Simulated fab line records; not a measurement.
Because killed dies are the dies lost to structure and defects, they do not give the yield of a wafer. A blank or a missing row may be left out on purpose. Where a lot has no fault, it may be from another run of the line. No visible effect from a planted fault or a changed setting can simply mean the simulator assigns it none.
Which tool was responsible?    flow gf180mcu    45 wafers from 15 lots sampled at 4 of the route's 602 steps

WHAT THE GAUGES READ, wafer by wafer
GF_STI_THK_MEAS_30.
lot   measured     on            STI_OXIDATION_02_THK (nm)
L782  day 3 02:13  filmMetro-02  10.19 10.25 10.39
L784  day 3 02:13  filmMetro-01  10.54 10.25 10.43
L785  day 3 08:01  filmMetro-02  10.10 10.16 9.97
L787  day 3 13:54  filmMetro-01  10.26 10.32 10.20
L786  day 3 14:55  filmMetro-01  10.21 10.26 10.18
L795  day 5 09:53  filmMetro-04  10.08 10.10 10.11
L796  day 5 11:55  filmMetro-01  9.99 9.99 10.08
L797  day 5 17:18  filmMetro-02  9.90 9.98 9.91
L798  day 5 20:41  filmMetro-02  10.02 9.97 10.00
L799  day 6 03:01  filmMetro-02  10.04 10.12 10.13
L800  day 6 08:17  filmMetro-02  10.33 10.27 10.42
L801  day 6 12:55  filmMetro-02  9.90 9.89 10.04
L802  day 6 18:05  filmMetro-02  10.02 10.04 10.04
L803  day 6 23:49  filmMetro-01  10.01 10.05 9.87
L804  day 7 05:02  filmMetro-02  9.77 9.79 10.03

GF_HV_LDD_OVL_MEAS_32.
lot   measured      on          HV_LDD_02_OVL (nm)
L782  day 12 11:31  overlay-02  0.2 -0.9 -1.9
L786  day 13 08:52  overlay-02  -0.7 -0.3 0.0
L795  day 15 22:59  overlay-01  0.2 0.3 -0.5
L796  day 16 04:58  overlay-01  -0.7 0.1 0.4
L797  day 16 13:31  overlay-01  1.9 2.4 1.5
L798  day 16 19:26  overlay-01  1.1 1.7 -1.6
L799  day 17 08:43  overlay-01  -0.1 -0.3 2.2
L800  day 17 20:31  overlay-02  -1.7 -0.6 -1.9
L801  day 18 02:52  overlay-02  0.9 -1.2 -1.8
L802  day 18 14:26  overlay-02  -1.0 -0.4 0.4
L803  day 18 15:43  overlay-02  -1.7 -1.4 -1.3
L804  day 18 23:32  overlay-01  2.1 -0.3 1.2

GF_CONTACT_THK_MEAS_03.
lot   measured      on            CONTACT_CVD_02_THK (nm)
L782  day 16 03:49  filmMetro-01  849 862 873
L786  day 17 03:10  filmMetro-03  852 862 862
L795  day 20 02:29  filmMetro-03  858 865 869
L796  day 20 08:43  filmMetro-04  874 848 884
L797  day 20 18:13  filmMetro-04  857 857 877
L798  day 21 01:14  filmMetro-04  860 859 869
L799  day 21 16:27  filmMetro-01  865 871 855
L800  day 22 00:34  filmMetro-01  856 878 889
L801  day 22 08:15  filmMetro-03  869 887 888
L802  day 22 19:03  filmMetro-04  867 878 872
L803  day 22 19:40  filmMetro-03  844 856 870
L804  day 23 02:51  filmMetro-04  850 870 874

EACH LOT AND THE TOOL THAT RAN IT (in order: tool; ch and the chambers of the sampled wafers; start)
lot   GF_DUAL_GATE_EXPOSE_08
L782  ilineStepper-02 ch 0, day 8 22:08
L784  ilineStepper-02, day 9 03:38
L785  ilineStepper-01, day 9 06:51
L787  ilineStepper-01, day 9 14:08
L786  ilineStepper-01 ch 0, day 9 15:25
L795  ilineStepper-01 ch 0, day 11 23:15
L796  ilineStepper-02 ch 0, day 12 02:52
L797  ilineStepper-02 ch 0, day 12 10:37
L798  ilineStepper-02 ch 0, day 12 14:16
L799  ilineStepper-02 ch 0, day 12 22:46
L800  ilineStepper-01 ch 0, day 13 07:58
L801  ilineStepper-01 ch 0, day 13 14:01
L802  ilineStepper-02 ch 0, day 13 23:17
L803  ilineStepper-01 ch 0, day 14 04:17
L804  ilineStepper-01 ch 0, day 14 09:41
- GF_DUAL_GATE_EXPOSE_08: exposes mask Dualgate, target cd 700 nm.

AS READ BY THE TOOLS THEMSELVES (means over the sampled wafers that have a number; for cases with no such wafer, the mark the record gives instead)
GF_DUAL_GATE_EXPOSE_08.
lot   tool             exposureDoseMJCm2  focusOffsetNm (nm)
L782  ilineStepper-02  140.00             0.3
L784  ilineStepper-02  -                  -
L785  ilineStepper-01  -                  -
L787  ilineStepper-01  -                  -
L786  ilineStepper-01  140.03             0.7
L795  ilineStepper-01  140.09             -0.0
L796  ilineStepper-02  139.77             0.3
L797  ilineStepper-02  139.99             -0.1
L798  ilineStepper-02  139.98             -0.4
L799  ilineStepper-02  139.93             0.2
L800  ilineStepper-01  139.82             -0.4
L801  ilineStepper-01  139.79             0.4
L802  ilineStepper-02  140.19             -0.4
L803  ilineStepper-01  139.97             0.1
L804  ilineStepper-01  139.90             -0.8

THE ANSWER, worked out from the rows above alone
Rule: what is usual is taken from the lots themselves. Put in order of their means at a reading, lots are off if they are a third of the lots or fewer, leave a main group of 4 or more, and stand apart from it by a gap of 3 or more times the standard deviation of the main group's means; of several such gaps the widest counts. If all means in a main group match to the digits the tables above print for the reading, that group is not used. A lot without any number at a reading at which 4 lots or more have one is off too. The other lots that the step has rows for count as sound. The gauges are gone through in route order, then the tools' own readings, and for those a lot's mean is taken as printed above. The first step at which some lot is off is used, and at that step the reading that is off furthest; a lot without a number counts as furthest.
Off: L784, L785, L787 (GF_DUAL_GATE_EXPOSE_08, exposureDoseMJCm2). Without a number there: L784, L785, L787. Mean 139.96 and standard deviation 0.12 in the main group.
If a tool, at that step or one of the process steps before it, ran each lot that is off and ran no sound lot following the first of them, it fits. Not one of the candidates tried fits.

WHAT HAD BEEN PUT IN BY THE SIMULATOR
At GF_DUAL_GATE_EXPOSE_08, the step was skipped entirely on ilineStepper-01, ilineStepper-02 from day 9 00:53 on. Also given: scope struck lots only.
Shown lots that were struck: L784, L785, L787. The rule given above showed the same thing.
